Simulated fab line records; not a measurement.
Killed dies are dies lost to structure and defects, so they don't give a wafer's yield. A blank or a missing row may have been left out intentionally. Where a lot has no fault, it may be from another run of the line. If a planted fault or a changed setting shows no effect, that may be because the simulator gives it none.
Which tool did it? | flow sky130 | at 1 step of a route of 708, 12 lots with 36 wafers sampled

== WHAT THE GAUGES SHOWED, per wafer ==
SKY_LOCAL_INTERCONNECT_OVL_MEAS_12.
lot  | measured     | on         | LOCAL_INTERCONNECT_OVL (nm)
L075 | day 30 22:13 | overlay-02 | 3 -2 1
L077 | day 31 10:44 | overlay-01 | 6 -2 -3
L079 | day 32 18:07 | overlay-01 | -8 -7 -1
L081 | day 32 22:30 | overlay-01 | 2 -1 -4
L083 | day 34 03:48 | overlay-02 | -8 9 -4
L086 | day 35 02:11 | overlay-02 | 1 2 10
L087 | day 35 03:15 | overlay-02 | 0 -3 -6
L089 | day 35 11:49 | overlay-02 | 7 0 -4
L092 | day 36 07:54 | overlay-01 | -11 -16 -12
L093 | day 36 14:07 | overlay-02 | -10 3 3
L096 | day 37 15:53 | overlay-02 | -7 0 -14
L097 | day 37 18:53 | overlay-02 | -4 3 -1

== TOOL THAT RAN EACH LOT (tool first, then ch and the chambers of the sampled wafers, then the start) ==
Before these readings, the record contains no process step.

== THE ANSWER, worked out from the rows above alone ==
Rule: what is usual is taken from the lots themselves. Put in order of their means at a reading, lots are off if they are a third of the lots or fewer, leave a main group of 4 or more, and stand apart from it by a gap of 3 or more times the standard deviation of the main group's means; of several such gaps the widest counts. Not used: any main group whose means are identical at the precision the tables above print for the reading. Also off: a lot with no number at a reading for which 4 or more lots have one. Any other lot the step has rows for is counted as sound.
No lot is off at any reading shown: from this, nothing can be told.

== WHAT WAS PUT IN BY THE SIMULATOR ==
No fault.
